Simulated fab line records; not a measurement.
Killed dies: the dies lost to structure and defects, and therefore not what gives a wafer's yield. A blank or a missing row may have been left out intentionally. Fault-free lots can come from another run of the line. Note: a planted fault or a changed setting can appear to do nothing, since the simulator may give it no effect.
A lot that was struck, set against a sound lot -- flow sky130 -- 25 steps out of a route of 708
Sound: wafers L673.2, L673.3, L673.4. The struck wafers were L675.1, L675.2, L675.6. The cause is given at the end.
For every step that has rows: the tool of each side, followed by ch and its chambers, followed by its first start. Under that, the readings that differ: sound wafers -- struck wafers -- difference of the means -- sigmas: that difference in standard deviations of wafers without a fault.
alike: readings whose means differ by less than 2 such deviations, and words and numbers that are the same on both sides. not compared: withheld readings, readings that some wafer has no value for, bounds like >300 that may hide the same value, and numbers for which the record gives no deviation and whose values overlap.
The two part at a step that has a row with sigmas, a row that says differs or no value, or rows on one side only. Non-overlapping numbers with no deviation appear without sigmas and do not part them. A reading missing from all wafers of one side parts the sides only when that side holds two or more wafers.

first, 6 steps without rows for these wafers: SKY_SD_N_IMPLANT_10; SKY_SD_N_STRIP_11 (strips in O2/N2); SKY_SD_N_CLEAN_13 (cleans in SC1/SC2, time 150 s); SKY_SD_N_RTA_14 (time 2 s); SKY_SALICIDE_CLEAN_00 (cleans in HF-last, time 30 s); SKY_LI_CONTACT_HDPCVD_00 (deposits PSG, target thk 930 nm, time 155 s).
SKY_LI_CONTACT_CMP_02: polishes PSG.
  sound on cmp-02 ch 0,1,3, day 29 16:55; struck on cmp-02 ch 0,3, day 30 05:46
  no value came back on the struck wafers for edge_zone_pressure_frac, head_pressure_psi (psi), motor_current_A (A), time_to_endpoint_s (s); on the sound wafers edge_zone_pressure_frac reads 1.008 0.993 0.998
reading,sound,struck,difference,sigmas
model.PSG_of_LI_CONTACT_HDPCVD_00.thk_nm (nm),597.3 596.7 598.4,933.9 916.9 910.8,+323.1,
then, 9 steps without rows for these wafers: SKY_LI_CONTACT_DEHYDRATE_04 (time 60 s); SKY_LI_CONTACT_HMDS_05 (prime time 60 s); SKY_LI_CONTACT_COAT_06 (resist thk 60 nm); SKY_LI_CONTACT_COAT_07 (resist thk 450 nm); SKY_LI_CONTACT_SOFTBAKE_08 (time 90 s); SKY_LI_CONTACT_EXPOSE_09 (exposes mask LICM1, target cd 170 nm); SKY_LI_CONTACT_PEB_10; SKY_LI_CONTACT_DEVELOP_11 (develop time 60 s); SKY_LI_CONTACT_ETCH_14 (etches BARC in N2/H2, stops on SiO2, time 45.9 s, target depth 60 nm).
SKY_LI_CONTACT_ETCH_15: etches PSG in C4F8/O2/Ar, stops on Si, target depth 600 nm.
  sound on rie_diel-01 ch 1,2, day 30 18:23; struck on rie_diel-03 ch 0,2,3, day 31 09:16
reading,sound,struck,difference,sigmas
oes_product_au (a.u.),0.842 0.837 0.840,1.628 1.625 1.603,+0.779,+99 or more
model.etch.depth_nm (nm),597.3 596.7 598.4,808.1 805.9 787.2,+202.9,
model.LI_CONTACT.feature_depth_nm (nm),597.3 596.7 598.4,808.1 805.9 787.2,+202.9,
  alike: bias_w, chamber_pressure_mTorr
then, 6 steps without rows for these wafers: SKY_LI_CONTACT_STRIP_16 (strips in O2/N2); SKY_LI_CONTACT_CLEAN_17 (cleans in NMP, time 600 s); SKY_LI_CONTACT_PRE_CLEAN_18 (time 5.6 s); SKY_LI_CONTACT_SPUTTER_19 (material Ti, target thk 20 nm, time 106.37 s); SKY_LI_CONTACT_SPUTTER_20 (material TiN, target thk 20 nm, time 80 s); SKY_LI_CONTACT_CVD_21 (deposits W, target thk 400 nm, time 120.56 s).
SKY_LI_CONTACT_CMP_24: polishes, stops on PSG, t overpolish 20 s, target thk 0 nm.
  sound on cmp-02 ch 0,2,3, day 30 19:13; struck on cmp-01 ch 2,3, day 31 10:05
reading,sound,struck,difference,sigmas
edge_zone_pressure_frac,1.009 1.002 1.009,0.992 1.001 0.989,-0.013,-2
model.PSG_of_LI_CONTACT_HDPCVD_00.thk_nm (nm),587.8 587.3 589,924.5 907.5 901.3,+323.1,
  alike: head_pressure_psi, motor_current_A
-- here the record skips 16 days between the struck wafers' starts before and after, leaving off in module LI_CONTACT and picking up in module PAD_OPEN (first step shown: number 708 of the route) --
SKY_PAD_OPEN_PROBE_99:
  sound on prober-02, day 46 22:11; struck on prober-02, day 47 09:38
reading,sound,struck,difference,sigmas
killed_at_contacts,18 20 20,429 438 439,+416,+87
killed_dies,78 78 97,492 492 492,+408,+49
killed_on_rim,18 17 18,96 96 96,+78,+21
  alike: killed_at_M0_to_M3, killed_at_M4_up, killed_at_front_end, killed_at_other, killed_open, killed_short

== WHERE THEY PART ==
At SKY_LI_CONTACT_CMP_02 first; at SKY_PAD_OPEN_PROBE_99 last (within this record only).

WHY: what the simulator had put in
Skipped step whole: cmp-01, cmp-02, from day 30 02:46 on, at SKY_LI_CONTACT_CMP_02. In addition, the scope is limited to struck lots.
